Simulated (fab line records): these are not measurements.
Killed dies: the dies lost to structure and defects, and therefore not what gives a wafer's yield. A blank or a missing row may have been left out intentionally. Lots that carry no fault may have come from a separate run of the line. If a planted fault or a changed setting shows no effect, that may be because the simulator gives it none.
Which tool is to blame? -- flow sky130 -- 72 wafers from 24 lots sampled at 6 of the route's 708 steps

WHAT EACH GAUGE READ, for each wafer
SKY_FIELD_ISO_BOW_MEAS_00.
lot,measured,on,INCOMING_BOW (um)
L074,day 1 10:00,film metro-04,7 10 0
L075,day 1 15:02,film metro-03,-3 2 -8
L076,day 1 20:01,film metro-03,6 15 -5
L077,day 2 01:00,film metro-02,-1 -3 -1
L078,day 2 06:01,film metro-03,0 8 9
L079,day 2 11:02,film metro-02,-1 2 -2
L080,day 2 16:00,film metro-03,-8 4 0
L081,day 2 21:00,film metro-04,-8 -5 16
L082,day 3 02:01,film metro-03,-5 -12 3
L083,day 3 07:00,film metro-02,2 6 -5
L084,day 3 12:00,film metro-02,-9 1 3
L085,day 3 17:00,film metro-02,8 -1 0
L086,day 3 22:02,film metro-02,3 -9 5
L087,day 4 03:01,film metro-03,3 5 -13
L088,day 4 08:00,film metro-04,-2 -5 4
L089,day 4 13:00,film metro-03,-2 -7 7
L090,day 4 18:01,film metro-03,2 0 -12
L091,day 4 23:00,film metro-02,-5 11 -3
L092,day 5 04:00,film metro-03,7 -3 -6
L093,day 5 09:01,film metro-02,5 3 9
L094,day 5 14:01,film metro-04,-8 9 -1
L095,day 5 19:00,film metro-04,0 -4 -2
L096,day 6 00:04,film metro-03,-6 6 7
L097,day 6 05:00,film metro-04,-1 10 -3

SKY_FIELD_ISO_THK_MEAS_04.
lot,measured,on,FIELD_ISO_CVD_03_THK (nm)
L074,day 1 17:04,film metro-04,164.8 166.0 166.2
L075,day 2 01:36,film metro-04,162.9 162.7 163.0
L076,day 2 01:35,film metro-02,163.1 162.9 162.4
L077,day 2 14:12,film metro-02,165.9 165.1 166.4
L078,day 2 14:13,film metro-03,167.5 165.6 166.9
L079,day 2 23:47,film metro-03,163.7 165.3 163.7
L080,day 2 23:46,film metro-02,167.4 168.2 167.0
L081,day 3 02:37,film metro-02,165.8 165.3 166.5
L082,day 3 10:04,film metro-04,161.6 162.2 163.8
L083,day 3 14:46,film metro-02,164.5 163.5 164.3
L084,day 3 19:01,film metro-04,163.3 164.1 164.4
L085,day 3 23:17,film metro-02,164.1 163.5 165.7
L086,day 4 05:49,film metro-03,165.1 165.2 165.2
L087,day 4 11:49,film metro-04,163.5 163.3 163.3
L088,day 4 11:48,film metro-03,162.2 162.3 164.1
L089,day 4 17:17,film metro-02,164.8 164.7 164.8
L090,day 4 21:38,film metro-02,164.6 165.9 166.8
L091,day 5 02:29,film metro-02,163.1 163.2 164.4
L092,day 5 07:29,film metro-02,167.3 165.0 167.0
L093,day 5 14:52,film metro-03,165.5 166.2 165.6
L094,day 5 18:44,film metro-03,164.8 165.6 166.2
L095,day 5 22:51,film metro-04,165.3 164.2 163.9
L096,day 6 05:48,film metro-04,164.1 163.1 163.4
L097,day 6 09:58,film metro-03,164.7 163.6 164.1

SKY_NWELL_THK_MEAS_02.
lot,measured,on,NWELL_OXIDATION_THK (nm)
L074,day 3 02:19,film metro-01,10.19 10.30 10.28
L075,day 3 04:33,film metro-03,9.99 9.94 9.96
L076,day 3 04:32,film metro-01,10.20 10.33 10.44
L077,day 3 13:02,film metro-04,9.87 9.91 9.89
L078,day 3 13:03,film metro-03,9.94 9.95 10.05
L079,day 3 22:38,film metro-04,10.00 10.10 9.99
L080,day 4 00:00,film metro-03,9.86 9.88 10.00
L081,day 4 02:03,film metro-03,10.08 10.12 10.22
L082,day 4 07:29,film metro-04,10.16 10.16 10.14
L083,day 4 12:39,film metro-04,9.70 9.69 9.80
L084,day 4 19:31,film metro-03,9.82 9.84 10.04
L085,day 4 23:22,film metro-04,10.08 9.75 10.10
L086,day 5 04:33,film metro-03,10.26 10.31 10.25
L087,day 5 12:57,film metro-01,9.78 9.95 9.97
L088,day 5 15:38,film metro-01,9.95 9.88 10.00
L089,day 5 19:29,film metro-04,9.63 9.68 9.72
L090,day 5 23:33,film metro-04,10.02 9.99 9.88
L091,day 6 03:13,film metro-04,9.94 9.84 9.72
L092,day 6 08:27,film metro-01,10.11 10.21 9.96
L093,day 6 15:27,film metro-01,9.86 9.92 9.58
L094,day 6 20:56,film metro-01,9.93 9.93 10.15
L095,day 6 23:50,film metro-03,9.92 9.91 9.95
L096,day 7 12:14,film metro-03,9.87 9.63 9.82
L097,day 7 17:31,film metro-01,9.98 9.88 10.02

SKY_LDD_P_CD_MEAS_07: target cd 380 nm.
lot,measured,on,cd nm (nm)
L074,day 19 23:55,cd sem-02,376.2 376.0 378.7
L075,day 20 05:48,cd sem-01,382.9 381.2 381.2
L076,day 20 06:04,cd sem-02,383.1 381.2 378.9
L077,day 20 21:45,cd sem-01,373.5 376.3 376.2
L078,day 21 05:25,cd sem-01,379.9 383.0 379.7
L079,day 21 10:24,cd sem-01,378.2 377.8 377.3
L080,day 21 16:09,cd sem-02,378.5 378.8 378.5
L081,day 21 21:40,cd sem-01,378.8 378.0 377.9
L082,day 22 12:41,cd sem-02,378.3 378.7 377.6
L083,day 22 15:26,cd sem-02,378.8 378.8 376.6
L084,day 23 01:53,cd sem-02,379.9 380.5 382.6
L085,day 23 12:25,cd sem-02,379.7 380.5 382.3
L086,day 23 17:57,cd sem-02,376.5 377.4 375.5
L087,day 24 07:26,cd sem-02,377.5 375.3 375.3
L088,day 24 11:26,cd sem-02,385.0 382.8 384.4
L089,day 24 19:01,cd sem-02,381.1 379.8 379.8
L090,day 24 21:43,cd sem-02,381.6 381.4 381.2
L091,day 25 06:08,cd sem-01,384.2 386.8 386.9
L092,day 25 12:23,cd sem-01,380.9 379.6 376.7
L093,day 26 00:31,cd sem-02,380.0 379.4 377.8
L094,day 26 04:34,cd sem-01,385.0 381.8 384.9
L095,day 26 15:08,cd sem-02,380.8 380.6 379.4
L096,day 27 04:10,cd sem-01,378.2 378.6 377.9
L097,day 27 10:45,cd sem-02,377.6 380.2 380.0

SKY_LI_CONTACT_CD_MEAS_12: target cd 170 nm.
lot,measured,on,cd nm (nm)
L074,day 30 00:06,cd sem-01,170.2 169.7 169.6
L075,day 30 08:44,cd sem-01,171.7 173.4 172.0
L076,day 30 07:56,cd sem-01,169.7 168.6 170.5
L077,day 30 20:37,cd sem-02,169.4 170.4 169.0
L078,day 31 02:55,cd sem-02,168.9 167.9 167.6
L079,day 31 07:06,cd sem-01,172.5 173.0 173.6
L080,day 31 14:02,cd sem-01,171.9 171.3 170.2
L081,day 31 18:31,cd sem-02,170.7 170.0 170.0
L082,day 32 08:32,cd sem-02,169.7 168.9 169.0
L083,day 32 12:01,cd sem-02,172.1 171.7 170.8
L084,day 32 20:48,cd sem-01,167.7 168.6 169.6
L085,day 33 04:57,cd sem-01,168.8 170.7 168.7
L086,day 33 11:05,cd sem-01,172.3 172.8 170.9
L087,day 34 00:43,cd sem-02,170.8 169.7 170.2
L088,day 34 01:28,cd sem-01,169.8 170.3 170.1
L089,day 34 09:24,cd sem-01,168.4 169.4 170.5
L090,day 34 11:56,cd sem-01,170.8 172.1 171.7
L091,day 34 16:49,cd sem-01,168.4 169.5 170.7
L092,day 34 23:13,cd sem-01,172.0 171.1 170.7
L093,day 35 11:41,cd sem-02,170.5 170.0 171.6
L094,day 35 16:13,cd sem-02,173.1 172.3 172.5
L095,day 36 01:09,cd sem-01,170.4 170.2 171.5
L096,day 36 10:58,cd sem-02,171.3 170.8 171.7
L097,day 36 18:09,cd sem-02,169.8 168.5 169.8

SKY_LOCAL_INTERCONNECT_CD_MEAS_11: target cd 170 nm.
lot,measured,on,cd nm (nm)
L074,day 31 05:51,cd sem-02,168.8 168.1 168.9
L075,day 31 14:11,cd sem-02,167.3 167.6 166.4
L076,day 31 13:23,cd sem-01,169.0 168.3 168.3
L077,day 32 02:05,cd sem-01,168.0 167.9 167.7
L078,day 32 07:39,cd sem-01,165.8 166.3 166.6
L079,day 32 12:24,cd sem-02,168.9 169.5 168.6
L080,day 32 18:53,cd sem-01,168.7 167.9 167.9
L081,day 33 00:13,cd sem-01,169.3 170.8 169.7
L082,day 33 13:03,cd sem-01,169.3 170.1 169.6
L083,day 33 16:32,cd sem-01,169.7 170.0 170.6
L084,day 34 01:21,cd sem-01,170.1 172.4 169.5
L085,day 34 09:32,cd sem-01,170.4 168.9 168.8
L086,day 34 14:47,cd sem-01,169.5 169.2 170.2
L087,day 35 04:07,cd sem-01,172.8 172.4 171.5
L088,day 35 05:03,cd sem-01,170.4 168.2 168.0
L089,day 35 13:43,cd sem-02,171.5 171.8 169.4
L090,day 35 15:35,cd sem-02,171.0 170.9 172.2
L091,day 35 20:40,cd sem-02,168.5 169.5 170.7
L092,day 36 02:54,cd sem-02,170.1 170.0 171.4
L093,day 36 15:35,cd sem-01,168.8 169.5 168.8
L094,day 36 20:17,cd sem-01,168.3 170.0 169.3
L095,day 37 04:47,cd sem-01,169.2 170.4 170.3
L096,day 37 13:46,cd sem-02,170.4 168.9 170.4
L097,day 37 21:15,cd sem-01,166.3 168.8 166.7

TOOL THAT RAN EACH LOT (tool first, then ch and the chambers of the sampled wafers, then the start)
The record holds no process step before these readings.

WHAT THE TOOLS THEMSELVES READ (means of the sampled wafers that have a number; where no wafer has one, the mark that the record gives instead)
The record holds no such reading with a usual standard deviation.

THE ANSWER, worked out from the rows above alone
Rule: the lots themselves supply what counts as usual. Put in order of their means at a reading, lots are off if they are a third of the lots or fewer, leave a main group of 4 or more, and stand apart from it by a gap of 3 or more times the standard deviation of the main group's means; of several such gaps the widest counts. The tables above print the reading to a certain number of digits; a main group whose means all agree to those digits is not used. A lot without any number at a reading at which 4 lots or more have one is off too. All remaining lots with rows at the step are treated as sound. First the gauges in route order, then the tools' own readings, where a lot's mean is used as printed above. At the first step where some lot is off, the reading lying furthest off is the one used; lots without a number count as furthest.
No lot is off on any of the readings shown, so nothing can be concluded from this.

WHAT WAS PUT IN BY THE SIMULATOR
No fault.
